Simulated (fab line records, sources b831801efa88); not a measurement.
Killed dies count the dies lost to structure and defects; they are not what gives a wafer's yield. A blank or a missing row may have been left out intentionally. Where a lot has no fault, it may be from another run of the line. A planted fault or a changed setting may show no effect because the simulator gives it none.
Comparing a struck lot with a sound one ; flow sfqLine ; 28 steps out of a route of 325
Sound: wafers L514.1, L514.2, L514.4. Struck: wafer L520.1 (left out: L520.2, L520.3 of the same lot, which were not struck); the cause appears at the end.
Order at every step that has rows: each side's tool, ch and its chambers, its first start. Under that, the readings that differ: sound wafers ; struck wafers ; difference of the means ; sigmas: that difference in standard deviations of wafers without a fault.
alike: words and numbers the same on both sides, and readings whose means are apart by under 2 such deviations; not compared: readings that were withheld, readings missing a value for some wafer, numbers with overlapping values and no deviation given by the record, and bounds like >300 which may hide the same value.
The two part at a step that has a row with sigmas, a row that says differs or no value, or rows on one side only. Numbers that have no deviation but don't overlap get no sigmas and don't part them. A reading that every wafer of one side lacks parts them only if that side has two wafers or more.

first, 6 steps without rows for these wafers: SFQ_TRILAYER_M2_LITHO_COAT_062 (resist thk 62 nm); SFQ_TRILAYER_M2_LITHO_COAT_057 (resist thk 600 nm); SFQ_TRILAYER_M2_LITHO_SOFTBAKE_061; SFQ_TRILAYER_M2_LITHO_EXPOSE_058 (exposes mask M2, target cd 500 nm); SFQ_TRILAYER_M2_LITHO_PEB_060 (peb time 60 s); SFQ_TRILAYER_M2_LITHO_DEVELOP_059 (time 60 s).
SFQ_M2_OVL_MEAS_916:
  sound on overlay-01 at day 40 06:47; struck on overlay-01 at day 43 01:29
reading;sound;struck;difference;sigmas
M2_OVL (nm);1 4 5;-9;-12;-2
SFQ_TRILAYER_M2_BARC_OPEN_METAL_ETCH_077: etches BARC in O2, target depth 125 nm, time 41.7 s.
  sound on rieMetal-03 ch 0,1, day 40 06:50; struck on rieMetal-01 ch 0, day 43 01:31
  alike: drypumpMotorCurrentA, oesProductAu
  not compared: rfHoursCounterH
SFQ_TRILAYER_M2_ETCH_METAL_ETCH_060: etches Nb in Cl2/Ar, stops on SiO2, target depth 240 nm, time 120 s.
  sound on rieMetal-03 ch 0,1, day 40 06:53; struck on rieMetal-01 ch 0, day 43 01:35
  alike: drypumpMotorCurrentA, oesProductAu
  not compared: rfHoursCounterH
SFQ_TRILAYER_M2_STRIP_STRIP_061: strips in O2.
  sound on rieMetal-03 ch 0,1, day 40 07:01; struck on rieMetal-01 ch 0, day 43 01:42
  alike: drypumpMotorCurrentA, oesProductAu
  not compared: rfHoursCounterH
then, 2 steps without rows for these wafers: SFQ_TRILAYER_M2_STRIP_SOLV_CLEAN_062 (cleans in NMP, time 600 s); SFQ_TRILAYER_I2_DEP_PECVD_063 (deposits SiO2 from SiH4/N2O, time 111.11 s, target thk 500 nm).
SFQ_TRILAYER_I2_CMP_CMP_064: polishes SiO2.
  sound on cmp-02 ch 1,2,3, day 40 08:29; struck on cmp-02 ch 2, day 43 03:04
reading;sound;struck;difference;sigmas
timeToEndpointS (s);220 214 225;191;-29;-4
model.SiO2_of_TRILAYER_I2_DEP_PECVD_063.thkNm (nm);202.7 201.9 202.6;219.1;+16.7;
  alike: motorCurrentA
SFQ_I2_BOW_MEAS_917:
  sound on filmMetro-01 at day 40 11:29; struck on filmMetro-04 at day 43 05:34
  alike: I2_BOW
SFQ_TRILAYER_I2_METRO_MEASURE_065:
  sound on filmMetro-01 at day 40 11:36; struck on filmMetro-04 at day 43 05:41
reading;sound;struck;difference;sigmas
thkNm (nm);202.8 201.9 202.6;219.0;+16.6;+19
then, 6 steps without rows for these wafers: SFQ_TRILAYER_I2_VIA_LITHO_COAT_072 (resist thk 62 nm); SFQ_TRILAYER_I2_VIA_LITHO_COAT_067 (resist thk 650 nm); SFQ_TRILAYER_I2_VIA_LITHO_SOFTBAKE_071; SFQ_TRILAYER_I2_VIA_LITHO_EXPOSE_068 (exposes mask I2, target cd 500 nm); SFQ_TRILAYER_I2_VIA_LITHO_PEB_070 (peb time 60 s); SFQ_TRILAYER_I2_VIA_LITHO_DEVELOP_069 (time 60 s).
SFQ_I2_OVL_MEAS_918:
  sound on overlay-01 at day 40 15:07; struck on overlay-02 at day 43 13:37
  alike: I2_OVL
then, 1 step without rows for these wafers: SFQ_TRILAYER_I2_VIA_BARC_OPEN_VIA_ETCH_096 (etches BARC in O2, target depth 125 nm, time 41.7 s).
SFQ_TRILAYER_I2_VIA_ETCH_VIA_ETCH_070: etches SiO2 in CHF3, stops on Nb, target depth 260 nm.
  sound on rieDiel-01 ch 0,1,2, day 40 15:11; struck on rieDiel-04 ch 2, day 43 13:41
reading;sound;struck;difference;sigmas
drypumpMotorCurrentA (A);5.9 5.6 6.7;5.1;-1.0;-2
oesProductAu (a.u.);0.863 0.859 0.859;0.902;+0.042;+9
model.etch.depthNm (nm);202.7 201.9 202.6;219.1;+16.7;
model.I2.featureDepthNm (nm);202.7 201.9 202.6;219.1;+16.7;
SFQ_TRILAYER_I2_VIA_STRIP_STRIP_071: strips in O2.
  sound on rieMetal-04 ch 0,1, day 40 15:18; struck on rieMetal-02 ch 1, day 43 13:48
  alike: drypumpMotorCurrentA, oesProductAu
  not compared: rfHoursCounterH
then, 1 step without rows for these wafers: SFQ_TRILAYER_I2_VIA_STRIP_SOLV_CLEAN_072 (cleans in NMP, time 600 s).
SFQ_TRILAYER_M3_DEP_PRE_CLEAN_074: time 22.5 s.
  sound on pvdSputter-04 at day 40 16:04; struck on pvdSputter-03 at day 43 14:34
reading;sound;struck;difference;sigmas
model.SiO2_of_TRILAYER_I2_DEP_PECVD_063.thkNm (nm);195.2 194.4 195.1;211.6;+16.7;
SFQ_TRILAYER_M3_DEP_SPUTTER_073: material Nb, target thk 200 nm, time 133.3 s.
  sound on pvdSputter-04 at day 40 16:06; struck on pvdSputter-03 at day 43 14:36
  alike: throttleValvePct

## WHERE THEY PART
At SFQ_M2_OVL_MEAS_916 first; at SFQ_TRILAYER_I2_VIA_ETCH_VIA_ETCH_070 last (within this record only). Later steps at which nothing parts them and some readings are alike: SFQ_TRILAYER_I2_VIA_STRIP_STRIP_071, SFQ_TRILAYER_M3_DEP_SPUTTER_073.

WHY: whatever the simulator had introduced
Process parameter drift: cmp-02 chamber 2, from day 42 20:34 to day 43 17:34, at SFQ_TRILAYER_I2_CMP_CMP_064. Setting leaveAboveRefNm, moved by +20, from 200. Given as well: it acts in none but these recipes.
